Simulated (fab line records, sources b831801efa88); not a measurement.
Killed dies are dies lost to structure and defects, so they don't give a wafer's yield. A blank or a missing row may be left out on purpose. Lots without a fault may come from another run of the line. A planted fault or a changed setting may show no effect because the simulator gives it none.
Problem report in the 8D (eight disciplines) form, filled by code | flow sky130 | the parts of the form that need people (team, actions taken, sign-off) are left out

1. THE PROBLEM
run_length_s at SKY_GATE_OXIDE_CLEAN_00 reads a mean of 96 s on 6 wafers of 2 lots; wafers without a fault read 179 s with a standard deviation of 3.8. That is -22 standard deviations from the usual mean.
The step: cleans in SC1/SC2, time 150 s.
First seen on wafer L891.2, day 15 15:19, on wet_bench-04. The record holds 18 wafers of 6 lots with a number at this step. Rule for "out", or "out of limits": more than 4 standard deviations from the usual mean. The other wafers with a number count as sound.

2. WHAT IT IS AND WHAT IT IS NOT
question                    | is                     | is not
which readings at this step | run_length_s           | -
which lots                  | L891, L894             | L885, L889, L900, L905
which wafers of those lots  | all that have a number | -
read on which tools         | wet_bench-04           | wet_bench-02
when                        | from day 15 15:19      | up to then (6 sound wafers); but 6 sound wafers of L900, L905 came after

3. SUSPECTS, AND WHAT RULES EACH OUT
Counting: a tool at a process step up to the reading stays a suspect if it ran every lot that is out and no sound lot after the first of them.
- rie_diel-03 at SKY_SONOS_ONO_ETCH_15 (etches the open film in CHF3/O2, target depth 19.52 nm, time 7.8 s): kept. It ran every lot that is out, first L891 (day 15 15:04), and no sound lot after that; its last sound lot up to then is L885 (day 13 14:10).
- wet_bench-04 at SKY_GATE_OXIDE_CLEAN_00 (cleans in SC1/SC2, time 150 s): kept. It ran every lot that is out, first L891 (day 15 15:19), and no sound lot after that; its last sound lot up to then is L889 (day 15 07:14). Its own readings are out on those wafers: run_length_s.
Left after counting: rie_diel-03 at SKY_SONOS_ONO_ETCH_15, wet_bench-04 at SKY_GATE_OXIDE_CLEAN_00.

4. THE CAUSE (what the simulator had put in)
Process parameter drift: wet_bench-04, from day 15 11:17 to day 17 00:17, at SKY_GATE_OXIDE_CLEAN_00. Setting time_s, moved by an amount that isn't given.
Counting left 2 suspects, and this tool is among them.

5. THE CHAIN OF EFFECTS, in route order
Each row: a reading whose mean over the struck wafers that have a number lies more than 3 standard deviations from the usual. Only readings for which the record gives a usual standard deviation are gone through. hours: the time from each lot's start at the first step in this table that gives one to its start at this step, as a median over the lots. sigmas: the change in usual standard deviations.
hours | step                    | reading      | usual | on struck wafers | change | sigmas
0     | SKY_GATE_OXIDE_CLEAN_00 | run_length_s | 179 s | 96               | -83    | -22
The process steps in it:
- SKY_GATE_OXIDE_CLEAN_00: cleans in SC1/SC2, time 150 s.
Later measuring or inspecting steps at which every struck wafer that the step has a row for has a number for every such reading, and none has moved that far: SKY_GATE_OXIDE_THK_MEAS_02, SKY_GATE_OXIDE_OVL_MEAS_10, SKY_GATE_OXIDE_TW_MEAS_14.

6. WHAT WOULD HAVE CAUGHT IT SOONER
In this record the first reading out of limits was taken at day 15 15:19, 4 hours after the fault began at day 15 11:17.
